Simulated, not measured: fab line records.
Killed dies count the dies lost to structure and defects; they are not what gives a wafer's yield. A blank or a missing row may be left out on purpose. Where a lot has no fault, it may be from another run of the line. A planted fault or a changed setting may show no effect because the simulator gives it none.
Which tool did it? || flow gf180mcu || Sampling: 6 lots, 18 wafers, 5 of 602 route steps

== WHAT EACH GAUGE READ, for each wafer ==
GF_MIM_THK_MEAS_06.
{"lot": "L424", "measured": "day 25 10:11", "on": "film-metro-03", "MIM_CVD_05_THK (nm)": "41.5 42.1 41.6"}
{"lot": "L426", "measured": "day 26 05:16", "on": "film-metro-01", "MIM_CVD_05_THK (nm)": "41.6 41.6 42.5"}
{"lot": "L428", "measured": "day 27 00:28", "on": "film-metro-01", "MIM_CVD_05_THK (nm)": "40.9 41.4 41.7"}
{"lot": "L434", "measured": "day 28 16:52", "on": "film-metro-04", "MIM_CVD_05_THK (nm)": "39.4 40.2 40.1"}
{"lot": "L437", "measured": "day 29 22:13", "on": "film-metro-03", "MIM_CVD_05_THK (nm)": "42.1 42.2 42.2"}
{"lot": "L441", "measured": "day 30 23:58", "on": "film-metro-04", "MIM_CVD_05_THK (nm)": "41.7 41.9 42.4"}

== WHICH TOOL RAN EACH LOT (tool, then ch and the chambers of the sampled wafers, then the start) ==
{"lot": "L424", "GF_V4_CVD_23": "cvd-w-02 ch 0,1, day 25 09:19", "GF_MIM_SPUTTER_00": "pvd-sputter-04, day 25 09:55", "GF_MIM_SPUTTER_01": "pvd-sputter-04, day 25 10:01", "GF_MIM_CVD_05": "pecvd-04 ch 1,2, day 25 10:08"}
{"lot": "L426", "GF_V4_CVD_23": "cvd-w-02 ch 0, day 26 04:22", "GF_MIM_SPUTTER_00": "pvd-sputter-02, day 26 04:58", "GF_MIM_SPUTTER_01": "pvd-sputter-02, day 26 05:04", "GF_MIM_CVD_05": "pecvd-03 ch 1,2, day 26 05:11"}
{"lot": "L428", "GF_V4_CVD_23": "cvd-w-01 ch 0,1, day 26 23:37", "GF_MIM_SPUTTER_00": "pvd-sputter-02, day 27 00:13", "GF_MIM_SPUTTER_01": "pvd-sputter-02, day 27 00:19", "GF_MIM_CVD_05": "pecvd-04 ch 0,1,2, day 27 00:26"}
{"lot": "L434", "GF_V4_CVD_23": "cvd-w-02 ch 0,1, day 28 16:02", "GF_MIM_SPUTTER_00": "pvd-sputter-04, day 28 16:36", "GF_MIM_SPUTTER_01": "pvd-sputter-04, day 28 16:42", "GF_MIM_CVD_05": "pecvd-04 ch 0,2, day 28 16:49"}
{"lot": "L437", "GF_V4_CVD_23": "cvd-w-02 ch 0,1, day 29 21:22", "GF_MIM_SPUTTER_00": "pvd-sputter-03, day 29 21:57", "GF_MIM_SPUTTER_01": "pvd-sputter-03, day 29 22:03", "GF_MIM_CVD_05": "pecvd-01 ch 0,1, day 29 22:11"}
{"lot": "L441", "GF_V4_CVD_23": "cvd-w-02 ch 0,1, day 30 23:06", "GF_MIM_SPUTTER_00": "pvd-sputter-03, day 30 23:42", "GF_MIM_SPUTTER_01": "pvd-sputter-03, day 30 23:48", "GF_MIM_CVD_05": "pecvd-01 ch 0,2, day 30 23:55"}
- GF_V4_CVD_23: deposits W, target thk 350 nm, time 104.9 s.
- GF_MIM_SPUTTER_00: material Ti, target thk 37.5 nm, time 150 s.
- GF_MIM_SPUTTER_01: material TiN, target thk 30 nm, time 25 s.
- GF_MIM_CVD_05: deposits Si3N4, target thk 42 nm, time 29.086 s.

== THE ANSWER, worked out from the rows above alone ==
Rule: what is usual is taken from the lots themselves. Put in order of their means at a reading, lots are off if they are a third of the lots or fewer, leave a main group of 4 or more, and stand apart from it by a gap of 3 or more times the standard deviation of the main group's means; of several such gaps the widest counts. A main group whose means are all the same, to the digits that the tables above print for the reading, isn't used. A lot without any number at a reading at which 4 lots or more have one is off too. Where the step has rows for the other lots, those lots are counted as sound.
Off: L434, seen at GF_MIM_THK_MEAS_06 (MIM_CVD_05_THK). For the main group the mean is 41.8 nm and the standard deviation 0.28.
If a tool, at a process step before that reading, ran all the lots that are off and no sound lot after the first of them, it fits. Those tools and the gauges at GF_MIM_THK_MEAS_06 are tried in the same way. Undecided on this evidence; 2 tools fit (pvd-sputter-04 at GF_MIM_SPUTTER_00 and GF_MIM_SPUTTER_01, pecvd-04 at GF_MIM_CVD_05).

== WHAT HAD BEEN PUT IN BY THE SIMULATOR ==
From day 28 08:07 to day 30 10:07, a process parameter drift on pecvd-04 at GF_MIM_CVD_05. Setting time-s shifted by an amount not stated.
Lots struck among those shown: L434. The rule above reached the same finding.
